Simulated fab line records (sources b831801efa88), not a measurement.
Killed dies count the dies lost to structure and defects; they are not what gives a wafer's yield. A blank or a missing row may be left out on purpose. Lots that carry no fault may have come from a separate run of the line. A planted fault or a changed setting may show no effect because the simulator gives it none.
Problem report, 8D (eight disciplines) form, completed by code || flow sky130 || the parts of the form that need people (team, actions taken, sign-off) are left out

1. PROBLEM STATEMENT
On 2 wafers of 1 lot, stripTimeToEndpointS at SKY_POLY_GATE_STRIP_18 has a mean of 2.50 s; fault-free wafers read 3.19 s, standard deviation 0.033. Measured from the usual mean, that is -21 standard deviations.
The step: strips in O2/N2.
The first sign was on wafer L927.4 at day 18 09:33, on plasmaAsher-04. The record has a number at this step for 36 wafers belonging to 12 lots. The rule behind "out" and "out of limits": a value lying over 4 standard deviations away from the usual mean. The rest of the wafers with a number are treated as sound.

2. WHAT IT IS; WHAT IT IS NOT
{"question": "which readings at this step", "is": "stripTimeToEndpointS", "is not": "drypumpMotorCurrentA, n2FlowSccm"}
{"question": "which lots", "is": "L927", "is not": "L923, L924, L925, L937, L939, L940, L941, L943, L944, L945, L946"}
{"question": "which wafers of those lots", "is": "L927.4, L927.5", "is not": "L927.6"}
{"question": "read on which tools", "is": "plasmaAsher-04", "is not": "plasmaAsher-01, plasmaAsher-03"}
{"question": "when", "is": "from day 18 09:33", "is not": "up to then (10 sound wafers); but 24 sound wafers of L937, L939, L940, L941, L943, L944, L945, L946 came after"}

3. WHAT RULES OUT EACH SUSPECT
Counting: any tool at a process step up to the reading remains a suspect provided it ran every lot that is out. Sound lots after the first of them don't rule it out here, since some wafers of a struck lot are sound.
- rieSi-02 at SKY_POLY_GATE_ETCH_17 (etches poly-Si in HBr/Cl2, stops on SiO2, target depth 180 nm, time 70.5 s): kept. It ran the lot that is out, L927 (day 18 09:28); its last sound lot up to then is L925 (day 17 18:59).
- plasmaAsher-04 at SKY_POLY_GATE_STRIP_18 (strips in O2/N2): kept. It ran the lot that is out, L927 (day 18 09:33); its last sound lot up to then is L925 (day 17 19:02). Out on those wafers are its own readings of stripTimeToEndpointS.
- Within rieSi-02 at SKY_POLY_GATE_ETCH_17: the wafers that are out ran in chambers 0, 1; their sound lot-mates ran in chamber 3.
The count leaves plasmaAsher-04 at SKY_POLY_GATE_STRIP_18 and rieSi-02 at SKY_POLY_GATE_ETCH_17.

4. THE CAUSE (what the simulator had put in)
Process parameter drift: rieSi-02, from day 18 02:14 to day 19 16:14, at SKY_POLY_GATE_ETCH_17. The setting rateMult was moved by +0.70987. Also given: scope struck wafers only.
Counting left 2 suspects, and this tool is among them.

5. SEQUENCE OF EFFECTS, ordered by route
Each row: a reading whose mean over the struck wafers that have a number lies more than 3 standard deviations from the usual. Scope: only readings with a usual standard deviation given in the record; hours: median across lots of the time from each lot's start at the first step in this table that gives one to its start at this step; sigmas: change in usual standard deviations.
{"hours": 0, "step": "SKY_POLY_GATE_STRIP_18", "reading": "oesProductAu", "usual": "0.362 a.u.", "on struck wafers": 0.338, "change": -0.024, "sigmas": -4.9}
{"hours": 0, "step": "SKY_POLY_GATE_STRIP_18", "reading": "stripTimeToEndpointS", "usual": "3.19 s", "on struck wafers": 2.50, "change": -0.69, "sigmas": -21}
Its process steps:
- SKY_POLY_GATE_STRIP_18: strips in O2/N2.

6. WHAT WOULD HAVE CAUGHT IT SOONER
The fault began at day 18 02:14; the first out-of-limits reading in this record came at day 18 09:33, 7 hours later.
Of the tool readings at SKY_POLY_GATE_ETCH_17 for which the record gives a usual standard deviation, none was out on any struck wafer, so an alarm limit of 4 standard deviations on them would not have fired.
The start of SKY_POLY_GATE_ETCH_17 on rieSi-02 came by day 18 09:33 for every one of the lots that are out (1). Had the tool been put on hold then, not one of them would have been saved.
